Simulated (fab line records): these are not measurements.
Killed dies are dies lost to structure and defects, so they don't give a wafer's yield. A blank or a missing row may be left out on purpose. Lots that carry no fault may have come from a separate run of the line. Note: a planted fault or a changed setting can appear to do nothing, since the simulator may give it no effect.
Which of the tools did it? -- flow sky130 -- 33 wafers from 11 lots sampled at 3 of the route's 708 steps

## WHAT THE GAUGES READ, wafer by wafer
SKY_CONTACT_THK_MEAS_03.
lot,measured,on,CONTACT_HDPCVD_THK (nm)
L613,day 30 04:01,filmMetro-01,567 557 562
L616,day 31 09:58,filmMetro-02,568 566 563
L617,day 31 21:49,filmMetro-02,673 669 676 673 669 675
L618,day 32 00:32,filmMetro-02,680 678 670 681 678 670
L619,day 32 07:37,filmMetro-01,562 565 562
L620,day 32 10:19,filmMetro-02,678 684 687 678 683 687
L627,day 36 04:52,filmMetro-01,561 559 556
L631,day 36 09:52,filmMetro-03,564 560 561
L628,day 36 10:40,filmMetro-03,577 565 565
L632,day 36 13:34,filmMetro-01,566 578 573
L635,day 38 06:21,filmMetro-02,561 566 567

## TOOL THAT RAN EACH LOT (tool first, then ch and the chambers of the sampled wafers, then the start)
lot,SKY_LOCAL_INTERCONNECT_STRIP_15,SKY_CONTACT_HDPCVD_02
L613,"plasmaAsher-04 ch 0,1, day 30 03:15","hdpcvd-01 ch 0,1,2, day 30 03:56"
L616,"plasmaAsher-01 ch 0,1, day 31 09:12","hdpcvd-01 ch 0,1, day 31 09:53"
L617,"plasmaAsher-04 ch 0,1, day 31 20:57","hdpcvd-01 ch 1,2, day 31 21:44"
L618,"plasmaAsher-01 ch 0,1, day 31 23:41","hdpcvd-01 ch 0,1,2, day 32 00:28"
L619,"plasmaAsher-04 ch 0,1, day 32 06:51","hdpcvd-02 ch 0,2, day 32 07:32"
L620,"plasmaAsher-03 ch 0,1, day 32 09:33","hdpcvd-01 ch 0,1,2, day 32 10:14"
L627,"plasmaAsher-03 ch 0,1, day 36 04:07","hdpcvd-01 ch 0,1, day 36 04:48"
L631,"plasmaAsher-04 ch 0,1, day 36 09:06","hdpcvd-01 ch 0,1,2, day 36 09:49"
L628,"plasmaAsher-03 ch 0,1, day 36 09:54","hdpcvd-01 ch 1,2, day 36 10:35"
L632,"plasmaAsher-01 ch 0,1, day 36 12:49","hdpcvd-02 ch 1,2, day 36 13:29"
L635,"plasmaAsher-04 ch 0, day 38 05:36","hdpcvd-01 ch 0,1,2, day 38 06:17"
- SKY_LOCAL_INTERCONNECT_STRIP_15: strips in O2/N2.
- SKY_CONTACT_HDPCVD_02: deposits SiO2, target thk 565 nm, time 94.2 s.

## THE ANSWER, worked out from the rows above alone
Rule: what is usual is taken from the lots themselves. Put in order of their means at a reading, lots are off if they are a third of the lots or fewer, leave a main group of 4 or more, and stand apart from it by a gap of 3 or more times the standard deviation of the main group's means; of several such gaps the widest counts. A main group is skipped when, at the precision printed for the reading in the tables above, its means are all equal. Also off: a lot with no number at a reading for which 4 or more lots have one. Where the step has rows for the other lots, those lots are counted as sound.
Off: L617, L618, L620, seen at SKY_CONTACT_THK_MEAS_03 (CONTACT_HDPCVD_THK). The main group: mean 565 nm, standard deviation 4.1.
If a tool, at a process step before that reading, ran all the lots that are off and no sound lot after the first of them, it fits. The gauges at SKY_CONTACT_THK_MEAS_03 are tried like those tools. None of those tried fits.

## WHAT THE SIMULATOR HAD PUT IN
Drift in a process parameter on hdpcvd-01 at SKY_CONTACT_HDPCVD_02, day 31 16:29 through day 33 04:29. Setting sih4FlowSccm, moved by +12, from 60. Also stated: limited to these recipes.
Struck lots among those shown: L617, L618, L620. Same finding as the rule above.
